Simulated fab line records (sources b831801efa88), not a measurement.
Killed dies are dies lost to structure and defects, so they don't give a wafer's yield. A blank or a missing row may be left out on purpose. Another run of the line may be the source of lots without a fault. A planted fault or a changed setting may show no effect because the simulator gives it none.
fab line records -- flow gf180mcu
[record] lots = 14, wafers = 42, last-day = 34
route steps=602 shown V2@397 M3@412
lots that met no fault: from a run of the same line without faults
start-h: the number of hours between the record's first day and the start of the first shown wafer of the lot -- wait-h: time in hours since the lot's previous step -- " the same as in the row above -- L1.1+2: a single row standing in for several wafers -- - no value present, or no start provided -- * or withheld: withheld -- < > ~ a bound
route shown NAME@n: names a module that has steps shown in the file, with the first one's number in the route -- usual: mean/standard deviation taken from wafers without a fault -- same: alike in all rows -- chamber/n: place in a boat -- sites: the reading at each site -- _std_site: standard deviation across them -- _edge_site: the outer-site mean with the inner-site mean subtracted -- radius-mm: how far each site lies from the wafer's centre -- mask NAME#n: copy n -- behind: the last tool/chamber to shape the wafer -- hold: cause of the lot's hold/its duration in hours/its outcome -- device: whichever transistor did not switch (one of n, p or np) -- end of line: tests run on the same wafers once the route is complete -- a step without rows: its recipe alone -- killed: not the wafer's yield, but the dies lost to structure and defects at the first sort -- map: the dies of a wafer, with x for killed, . for not killed, _ for no die there
set.NAME: the setting as run; set.NAME@STEP: as run at that earlier step -- model.NAME: the simulator's own value behind a step, which no gauge read
one table for each step of the route and one row for each wafer, over a sample of lots
services: the hour from which a tool's chamber was out of use, counted from the record's first day as start-h (under 0 if before that day), plus the number of hours and why
[[steps]]
[step GF_V2_OVL_MEAS_15]
[usual] V2_OVL = -3/5.1
lot.wafer,tool,chamber,start-h,wait-h,V2_OVL[nm]
L774.1,overlay-02,-,463.99,0.1,-5
L774.2,overlay-02,-,463.99,0.1,-2
L774.6,overlay-02,-,463.99,0.1,-9
L775.1,overlay-01,-,475.22,0.1,-3
L775.3,overlay-01,-,475.22,0.1,-6
L775.6,overlay-01,-,475.22,0.1,-3
L777.4,overlay-02,-,490.09,0.1,-11
L777.5,overlay-02,-,490.09,0.1,-10
L777.6,overlay-02,-,490.09,0.1,-11
L778.2,overlay-01,-,505.27,0.1,5
L778.3,overlay-01,-,505.27,0.1,2
L778.4,overlay-01,-,505.27,0.1,3
L780.3,overlay-01,-,521.20,0.1,-7
L780.4,overlay-01,-,521.20,0.1,-2
L780.6,overlay-01,-,521.20,0.1,-2
L788.1,overlay-02,-,585.29,0.1,2
L788.4,overlay-02,-,585.29,0.1,-8
L788.5,overlay-02,-,585.29,0.1,-1
L789.2,overlay-02,-,590.72,0.1,8
L789.3,overlay-02,-,590.72,0.1,3
L789.5,overlay-02,-,590.72,0.1,6
L790.3,overlay-02,-,596.45,0.1,2
L790.4,overlay-02,-,596.45,0.1,9
L790.6,overlay-02,-,596.45,0.1,3
L792.2,overlay-01,-,610.69,0.1,-8
L792.3,overlay-01,-,610.69,0.1,1
L792.4,overlay-01,-,610.69,0.1,2
L793.3,overlay-01,-,615.72,0.1,-5
L793.4,overlay-01,-,615.72,0.1,2
L793.5,overlay-01,-,615.72,0.1,-1
L794.1,overlay-02,-,626.06,0.1,-3
L794.2,overlay-02,-,626.06,0.1,2
L794.4,overlay-02,-,626.06,0.1,-2
L795.1,overlay-01,-,635.19,0.1,-1
L795.3,overlay-01,-,635.19,0.1,4
L795.5,overlay-01,-,635.19,0.1,3
L796.1,overlay-02,-,641.39,0.1,-4
L796.2,overlay-02,-,641.39,0.1,1
L796.6,overlay-02,-,641.39,0.1,-2
L797.1,overlay-02,-,648.29,0.1,-7
L797.2,overlay-02,-,648.29,0.1,-3
L797.3,overlay-02,-,648.29,0.1,-9
[step GF_V2_RS_MEAS_24]
[recipe] thk-meas-gauge = four-point-probe, reads = W_of_V2_CVD_23+TiN_of_V2_SPUTTER_22+Ti_of_V2_SPUTTER_21
[usual] V2_W_RS = 0.329/0.0049
lot.wafer,tool,chamber,start-h,wait-h,V2_W_RS[ohm/sq]
L774.1,film-metro-02,-,464.95,0.1,0.327
L774.2,film-metro-02,-,464.95,0.1,0.329
L774.6,film-metro-02,-,464.95,0.1,0.327
L775.1,film-metro-01,-,476.14,0.1,0.330
L775.3,film-metro-01,-,476.14,0.1,0.329
L775.6,film-metro-01,-,476.14,0.1,0.328
L777.4,film-metro-01,-,491.08,0.1,0.329
L777.5,film-metro-01,-,491.08,0.1,0.331
L777.6,film-metro-01,-,491.08,0.1,0.332
L778.2,film-metro-01,-,506.26,0.1,0.324
L778.3,film-metro-01,-,506.26,0.1,0.327
L778.4,film-metro-01,-,506.26,0.1,0.328
L780.3,film-metro-02,-,522.15,0.1,0.331
L780.4,film-metro-02,-,522.15,0.1,0.336
L780.6,film-metro-02,-,522.15,0.1,0.340
L788.1,film-metro-02,-,586.20,0.1,0.337
L788.4,film-metro-02,-,586.20,0.1,0.334
L788.5,film-metro-02,-,586.20,0.1,0.340
L789.2,film-metro-03,-,591.64,0.1,0.332
L789.3,film-metro-03,-,591.64,0.1,0.330
L789.5,film-metro-03,-,591.64,0.1,0.326
L790.3,film-metro-03,-,597.40,0.1,0.330
L790.4,film-metro-03,-,597.40,0.1,0.336
L790.6,film-metro-03,-,597.40,0.1,0.333
L792.2,film-metro-03,-,611.62,0.1,0.325
L792.3,film-metro-03,-,611.62,0.1,0.325
L792.4,film-metro-03,-,611.62,0.1,0.327
L793.3,film-metro-02,-,616.66,0.1,0.326
L793.4,film-metro-02,-,616.66,0.1,0.321
L793.5,film-metro-02,-,616.66,0.1,0.327
L794.1,film-metro-02,-,626.97,0.1,0.337
L794.2,film-metro-02,-,626.97,0.1,0.333
L794.4,film-metro-02,-,626.97,0.1,0.333
L795.1,film-metro-03,-,636.21,0.2,0.328
L795.3,film-metro-03,-,636.21,0.2,0.328
L795.5,film-metro-03,-,636.21,0.2,0.327
L796.1,film-metro-02,-,642.44,0.2,0.320
L796.2,film-metro-02,-,642.44,0.2,0.321
L796.6,film-metro-02,-,642.44,0.2,0.320
L797.1,film-metro-01,-,649.21,0.1,0.340
L797.2,film-metro-01,-,649.21,0.1,0.331
L797.3,film-metro-01,-,649.21,0.1,0.338
[step GF_M3_SPUTTER_03]
[recipe] material = Ti, target-thk-nm = 10, substrate-temp-c = 300, chamber-pressure-pa = 0.3, power-w = 3000, time-s = 6.7
[usual] cathode-dc-power-W = 3000.0/0.57, chamber-pressure-pa = 0.3000/0.00057, throttle-valve-pct = 30.3/1.1
lot.wafer,tool,chamber,start-h,wait-h,cathode-dc-power-W,chamber-pressure-pa,throttle-valve-pct
L774.1,pvd-sputter-01,-,465.59,0.0,3000.3,0.3012,30.8
L774.2,pvd-sputter-01,-,465.59,0.0,2999.4,0.3003,30.1
L774.6,pvd-sputter-01,-,465.59,0.0,3000.1,0.2998,29.7
L775.1,pvd-sputter-04,-,476.78,0.0,3000.4,0.3002,29.7
L775.3,pvd-sputter-04,-,476.78,0.0,2999.5,0.2992,29.9
L775.6,pvd-sputter-04,-,476.78,0.0,3000.4,0.3005,29.8
L777.4,pvd-sputter-04,-,491.68,0.0,3000.3,0.3003,30.0
L777.5,pvd-sputter-04,-,491.68,0.0,2999.7,0.2999,29.9
L777.6,pvd-sputter-04,-,491.68,0.0,3000.5,0.3007,31.9
L778.2,pvd-sputter-03,-,506.88,0.0,2999.7,0.2990,30.9
L778.3,pvd-sputter-03,-,506.88,0.0,2999.9,0.3001,31.1
L778.4,pvd-sputter-03,-,506.88,0.0,3000.3,0.2997,28.1
L780.3,pvd-sputter-03,-,522.75,0.0,2999.7,0.2997,31.3
L780.4,pvd-sputter-03,-,522.75,0.0,2999.9,0.3000,30.5
L780.6,pvd-sputter-03,-,522.75,0.0,3000.7,0.2989,28.3
L788.1,pvd-sputter-01,-,586.84,0.0,-,-,-
L788.4,pvd-sputter-01,-,586.84,0.0,-,-,-
L788.5,pvd-sputter-01,-,586.84,0.0,-,-,-
L789.2,pvd-sputter-04,-,592.26,0.0,-,-,-
L789.3,pvd-sputter-04,-,592.26,0.0,-,-,-
L789.5,pvd-sputter-04,-,592.26,0.0,-,-,-
L790.3,pvd-sputter-03,-,598.00,0.0,3000.1,0.2999,31.3
L790.4,pvd-sputter-03,-,598.00,0.0,2999.9,0.3013,30.7
L790.6,pvd-sputter-03,-,598.00,0.0,3000.1,0.2995,27.7
L792.2,pvd-sputter-01,-,612.24,0.0,3000.0,0.3000,31.1
L792.3,pvd-sputter-01,-,612.24,0.0,2999.3,0.2997,29.9
L792.4,pvd-sputter-01,-,612.24,0.0,3000.9,0.3007,31.0
L793.3,pvd-sputter-01,-,617.26,0.0,2999.7,0.3005,30.8
L793.4,pvd-sputter-01,-,617.26,0.0,2999.3,0.3002,29.8
L793.5,pvd-sputter-01,-,617.26,0.0,3000.7,0.3005,30.8
L794.1,pvd-sputter-01,-,627.61,0.0,3000.3,0.2990,28.4
L794.2,pvd-sputter-01,-,627.61,0.0,3001.1,0.3004,29.9
L794.4,pvd-sputter-01,-,627.61,0.0,3000.2,0.2995,31.2
L795.1,pvd-sputter-04,-,636.85,0.0,3000.0,0.3003,31.4
L795.3,pvd-sputter-04,-,636.85,0.0,2999.5,0.3001,29.9
L795.5,pvd-sputter-04,-,636.85,0.0,3000.2,0.3003,30.1
L796.1,pvd-sputter-01,-,643.10,0.0,2999.7,0.3000,29.5
L796.2,pvd-sputter-01,-,643.10,0.0,3000.7,0.3001,28.5
L796.6,pvd-sputter-01,-,643.10,0.0,3000.8,0.3004,30.2
L797.1,pvd-sputter-01,-,649.86,0.0,3000.7,0.2993,30.1
L797.2,pvd-sputter-01,-,649.86,0.0,2999.9,0.2992,31.0
L797.3,pvd-sputter-01,-,649.86,0.0,2998.7,0.2998,28.5
[step GF_M3_SPUTTER_04]
[recipe] material = TiN, target-thk-nm = 50, power-w = 6500, time-s = 41.7, chamber-pressure-pa = 0.4
[usual] cathode-dc-power-W = 6500.1/1.2, chamber-pressure-pa = 0.4000/0.00082, throttle-valve-pct = 30.3/1.1
lot.wafer,tool,chamber,start-h,wait-h,cathode-dc-power-W,chamber-pressure-pa,throttle-valve-pct
L774.1,pvd-sputter-01,-,465.61,0.0,6499.5,0.4004,31.1
L774.2,pvd-sputter-01,-,465.61,0.0,6501.0,0.3997,30.3
L774.6,pvd-sputter-01,-,465.61,0.0,6499.0,0.3991,29.6
L775.1,pvd-sputter-04,-,476.80,0.0,6498.8,0.4011,29.9
L775.3,pvd-sputter-04,-,476.80,0.0,6501.4,0.4005,30.0
L775.6,pvd-sputter-04,-,476.80,0.0,6500.5,0.4005,29.9
L777.4,pvd-sputter-04,-,491.70,0.0,6499.7,0.3990,29.8
L777.5,pvd-sputter-04,-,491.70,0.0,6499.3,0.4012,30.1
L777.6,pvd-sputter-04,-,491.70,0.0,6500.9,0.3994,31.5
L778.2,pvd-sputter-03,-,506.90,0.0,6500.4,0.3994,30.6
L778.3,pvd-sputter-03,-,506.90,0.0,6498.8,0.3993,31.2
L778.4,pvd-sputter-03,-,506.90,0.0,6500.6,0.4007,27.9
L780.3,pvd-sputter-03,-,522.77,0.0,6499.9,0.3992,31.3
L780.4,pvd-sputter-03,-,522.77,0.0,6498.6,0.3999,30.8
L780.6,pvd-sputter-03,-,522.77,0.0,6501.9,0.4001,28.2
L788.1,pvd-sputter-01,-,586.86,0.0,6501.9,0.4006,31.3
L788.4,pvd-sputter-01,-,586.86,0.0,6500.6,0.3998,29.7
L788.5,pvd-sputter-01,-,586.86,0.0,6500.3,0.3988,28.4
L789.2,pvd-sputter-04,-,592.28,0.0,6502.0,0.4010,29.8
L789.3,pvd-sputter-04,-,592.28,0.0,6498.7,0.4005,31.3
L789.5,pvd-sputter-04,-,592.28,0.0,6501.9,0.4000,31.5
L790.3,pvd-sputter-03,-,598.02,0.0,6499.0,0.3996,31.4
L790.4,pvd-sputter-03,-,598.02,0.0,6498.8,0.4006,30.8
L790.6,pvd-sputter-03,-,598.02,0.0,6501.2,0.3993,28.0
L792.2,pvd-sputter-01,-,612.26,0.0,6502.5,0.4008,31.1
L792.3,pvd-sputter-01,-,612.26,0.0,6501.8,0.4009,29.9
L792.4,pvd-sputter-01,-,612.26,0.0,6500.7,0.4003,30.8
L793.3,pvd-sputter-01,-,617.28,0.0,6498.6,0.3988,30.9
L793.4,pvd-sputter-01,-,617.28,0.0,6501.6,0.4005,29.8
L793.5,pvd-sputter-01,-,617.28,0.0,6499.0,0.4004,30.6
L794.1,pvd-sputter-01,-,627.63,0.0,6500.0,0.3994,28.3
L794.2,pvd-sputter-01,-,627.63,0.0,6498.7,0.3998,29.9
L794.4,pvd-sputter-01,-,627.63,0.0,6500.5,0.4011,30.8
L795.1,pvd-sputter-04,-,636.87,0.0,6498.3,0.4013,31.4
L795.3,pvd-sputter-04,-,636.87,0.0,6499.9,0.4000,30.0
L795.5,pvd-sputter-04,-,636.87,0.0,6499.3,0.3999,29.7
L796.1,pvd-sputter-01,-,643.12,0.0,6500.1,0.3992,29.9
L796.2,pvd-sputter-01,-,643.12,0.0,6499.1,0.3996,28.5
L796.6,pvd-sputter-01,-,643.12,0.0,6500.1,0.3995,30.0
L797.1,pvd-sputter-01,-,649.88,0.0,6500.3,0.4003,30.0
L797.2,pvd-sputter-01,-,649.88,0.0,6498.2,0.3987,30.8
L797.3,pvd-sputter-01,-,649.88,0.0,6499.7,0.3985,28.2
[[services]]
tool,chamber,start-h,hours,kind
pvd-sputter-01,-,455.96,2.0,repair
pvd-sputter-03,-,464.29,0.8,repair
[[key]]
[first-sign] step = GF_M3_SPUTTER_03, reading = tool-record, direction = missing
effect none on later readings
met-at GF_M3_SPUTTER_03
struck-lots L788,L789
later-rows-left-out L788.1,L788.4,L788.5,L789.2,L789.3,L789.5
sort-left-out L788.1,L788.4,L788.5,L789.2,L789.3,L789.5
not-acting-at GF_V2_OVL_MEAS_15,GF_V2_RS_MEAS_24,GF_M3_SPUTTER_04
onset-between 491.68 586.84
[fault] kind = skipped-step-whole, tool = pvd-sputter-01,pvd-sputter-04, chamber = -, onset-h = 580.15, steps = GF_M3_SPUTTER_03, scope = struck-lots-only
// sort-left-out: the simulated sort isn't trusted on such a fault, so these wafers' sort isn't shown, and their yield isn't known
// later-rows-left-out: the simulator's readings of these wafers behind a module that went badly wrong aren't trusted and aren't shown, but for the sort
